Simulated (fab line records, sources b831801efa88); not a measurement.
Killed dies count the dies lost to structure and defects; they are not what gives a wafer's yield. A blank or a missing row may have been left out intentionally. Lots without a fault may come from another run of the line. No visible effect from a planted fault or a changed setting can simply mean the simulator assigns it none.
Matching of chambers + flow sky130 + SKY_LI_CONTACT_CMP_02 on cmp-02: 4 sister chambers
The step polishes PSG. 4 wafers are shown with their chamber, then 7 later ones without.

== WAFERS PAIRED WITH THEIR CHAMBERS ==
| wafer  | chamber | motor current A (A) |
|--------|---------|---------------------|
| L282.5 | 0       | 11.0                |
| L285.3 | 1       | 11.2                |
| L288.1 | 3       | 12.2                |
| L288.3 | 2       | 9.7                 |

== WAFERS MISSING THEIR CHAMBER ==
| wafer  | motor current A (A) |
|--------|---------------------|
| L288.4 | 11.4                |
| L294.2 | 9.9                 |
| L294.4 | 10.8                |
| L294.5 | 12.1                |
| L299.1 | 11.8                |
| L299.3 | 11.1                |
| L299.6 | 10.7                |

== WHICH CHAMBER EACH WENT THROUGH ==
| wafer  | from the rows above          | in truth |
|--------|------------------------------|----------|
| L288.4 | can't be placed: 1 or 0      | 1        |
| L294.2 | 2                            | 2        |
| L294.4 | can't be placed: 0 or 1      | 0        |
| L294.5 | 3                            | 3        |
| L299.1 | can't be placed: 3 or 1 or 0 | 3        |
| L299.3 | can't be placed: 0 or 1      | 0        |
| L299.6 | can't be placed: 0 or 1      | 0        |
Correctly placed: 2 of 7. Unplaceable from these rows: 5, with the true chamber sitting among the candidates in 5. Number placed wrongly: 0.
How it was worked out, from the rows above alone: a wafer's distance from a chamber is the root of the sum, over the readings, of the square of ((its reading less the chamber's mean) divided by the reading's scatter). If the next closest chamber is less than 2 further off than the closest, the wafer can't be placed; otherwise it belongs to the closest. For every chamber, the mean is computed from those of its wafers that are shown. The scatter: with one shown wafer a chamber, the root of the mean of the squares of how far each hidden wafer lies from its nearest shown one.
